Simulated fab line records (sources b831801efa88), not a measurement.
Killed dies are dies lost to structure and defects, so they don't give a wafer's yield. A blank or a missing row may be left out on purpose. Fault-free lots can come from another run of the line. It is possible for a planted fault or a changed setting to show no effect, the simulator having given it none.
Which of the tools did it? | flow sky130 | Sampling: 6 lots, 18 wafers, 2 of 708 route steps

WHAT THE GAUGES READ, wafer by wafer
SKY_VT_ADJUST_HVTR_TW_MEAS_11.
lot  | measured     | on            | VT_ADJUST_HVTR_TW
L165 | day 10 20:20 | film metro-04 | 214.1 215.0 214.4
L172 | day 13 00:14 | film metro-04 | 212.9 211.4 212.7
L174 | day 13 13:28 | film metro-04 | 225.2 226.1 225.9
L176 | day 14 03:27 | film metro-04 | 211.1 210.6 211.0
L181 | day 15 20:52 | film metro-02 | 210.5 211.0 209.6
L184 | day 16 13:39 | film metro-01 | 208.1 209.9 210.1

EACH LOT AND THE TOOL THAT RAN IT (in order: tool; ch and the chambers of the sampled wafers; start)
lot  | SKY_VT_ADJUST_HVTR_IMPLANT_09
L165 | implanter-03 ch 0, day 10 20:08
L172 | implanter-01 ch 0, day 13 00:00
L174 | implanter-01 ch 0, day 13 13:13
L176 | implanter-02 ch 0, day 14 03:12
L181 | implanter-03 ch 0, day 15 20:38
L184 | implanter-03 ch 0, day 16 13:24
- SKY_VT_ADJUST_HVTR_IMPLANT_09

THE ANSWER, worked out from the rows above alone
Rule: the usual values come from the lots themselves. Put in order of their means at a reading, lots are off if they are a third of the lots or fewer, leave a main group of 4 or more, and stand apart from it by a gap of 3 or more times the standard deviation of the main group's means; of several such gaps the widest counts. A main group whose means are all the same, to the digits that the tables above print for the reading, isn't used. A lot without any number at a reading at which 4 lots or more have one is off too. Where the step has rows for the other lots, those lots are counted as sound.
Off: L174, seen at SKY_VT_ADJUST_HVTR_TW_MEAS_11 (VT_ADJUST_HVTR_TW). Main group: mean 211.5, sd 1.8.
A tool fits if, at a process step before that reading, it ran every lot that is off, and no sound lot after the first of them. The gauges at SKY_VT_ADJUST_HVTR_TW_MEAS_11 are tried like those tools. One fits: implanter-01 at SKY_VT_ADJUST_HVTR_IMPLANT_09. Its last sound lot is L172 (day 13 00:00), its first lot that is off L174 (day 13 13:13): a fault that began between those two fits.

WHAT THE SIMULATOR HAD PUT IN
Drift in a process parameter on implanter-01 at SKY_VT_ADJUST_HVTR_IMPLANT_09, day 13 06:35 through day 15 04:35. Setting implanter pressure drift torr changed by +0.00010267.
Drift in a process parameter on implanter-01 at SKY_VT_ADJUST_HVTR_IMPLANT_09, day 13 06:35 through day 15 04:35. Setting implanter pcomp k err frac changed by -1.
Struck lots among those shown: L174. Same finding as the rule above.
